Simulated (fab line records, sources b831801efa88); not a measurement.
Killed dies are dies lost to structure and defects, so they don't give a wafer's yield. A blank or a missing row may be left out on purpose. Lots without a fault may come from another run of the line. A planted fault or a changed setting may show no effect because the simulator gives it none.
Which tool did it? | flow sky130 | 11 lots, 33 wafers sampled, at 3 steps of a route of 708

WHAT THE GAUGES READ, wafer by wafer
SKY_PWDE_TW_MEAS_10.
lot  | measured    | on            | PWDE_TW
L699 | day 3 22:35 | film_metro-04 | 369 369 369
L700 | day 4 04:01 | film_metro-02 | 376 375 378
L701 | day 4 08:36 | film_metro-02 | 377 377 378
L702 | day 4 21:02 | film_metro-01 | 367 365 366
L710 | day 6 09:35 | film_metro-04 | 399 399 399 397 398 400
L711 | day 6 19:32 | film_metro-02 | 405 406 407 403 404 405
L714 | day 7 06:02 | film_metro-01 | 370 369 369
L716 | day 7 23:32 | film_metro-04 | 372 370 372
L717 | day 8 06:46 | film_metro-04 | 373 373 373
L718 | day 8 10:29 | film_metro-04 | 374 375 374
L720 | day 8 23:10 | film_metro-04 | 373 374 373

WHICH TOOL RAN EACH LOT (tool, then ch and the chambers of the sampled wafers, then the start)
lot  | SKY_PWDE_IMPLANT_08            | SKY_PWDE_STRIP_09
L699 | implanter-03 ch 0, day 3 22:20 | plasma_asher-01 ch 0,1, day 3 22:28
L700 | implanter-03 ch 0, day 4 03:46 | plasma_asher-03 ch 0,1, day 4 03:55
L701 | implanter-04 ch 0, day 4 08:22 | plasma_asher-03 ch 0,1, day 4 08:29
L702 | implanter-04 ch 0, day 4 20:47 | plasma_asher-03 ch 0, day 4 20:55
L710 | implanter-04 ch 0, day 6 09:20 | plasma_asher-03 ch 1, day 6 09:29
L711 | implanter-04 ch 0, day 6 19:20 | plasma_asher-04 ch 0,1, day 6 19:27
L714 | implanter-03 ch 0, day 7 05:47 | plasma_asher-04 ch 0,1, day 7 05:56
L716 | implanter-01 ch 0, day 7 23:17 | plasma_asher-01 ch 0,1, day 7 23:25
L717 | implanter-03 ch 0, day 8 06:31 | plasma_asher-04 ch 0,1, day 8 06:40
L718 | implanter-01 ch 0, day 8 10:16 | plasma_asher-04 ch 0,1, day 8 10:24
L720 | implanter-03 ch 0, day 8 22:55 | plasma_asher-04 ch 0,1, day 8 23:04
- SKY_PWDE_IMPLANT_08
- SKY_PWDE_STRIP_09: strips in O2/N2.

THE ANSWER, worked out from the rows above alone
Rule: what is usual is taken from the lots themselves. Put in order of their means at a reading, lots are off if they are a third of the lots or fewer, leave a main group of 4 or more, and stand apart from it by a gap of 3 or more times the standard deviation of the main group's means; of several such gaps the widest counts. A main group whose means are all the same, to the digits that the tables above print for the reading, isn't used. A lot without any number at a reading at which 4 lots or more have one is off too. The other lots that the step has rows for count as sound.
Off: L710, L711, at SKY_PWDE_TW_MEAS_10 (PWDE_TW). The main group: mean 372, standard deviation 3.5.
A tool fits if, at a process step before that reading, it ran every lot that is off, and no sound lot after the first of them. The gauges at SKY_PWDE_TW_MEAS_10 are tried like those tools. One fits: implanter-04 at SKY_PWDE_IMPLANT_08. Its last sound lot is L702 (day 4 20:47), its first lot that is off L710 (day 6 09:20): a fault that began between those two fits.

WHAT THE SIMULATOR HAD PUT IN
Process parameter drift: implanter-04, from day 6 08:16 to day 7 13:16, at SKY_PWDE_IMPLANT_08. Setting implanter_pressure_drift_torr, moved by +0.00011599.
Process parameter drift: implanter-04, from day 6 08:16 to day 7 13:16, at SKY_PWDE_IMPLANT_08. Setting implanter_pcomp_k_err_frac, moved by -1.
Lots struck among those shown: L710, L711. The rule above found the same.
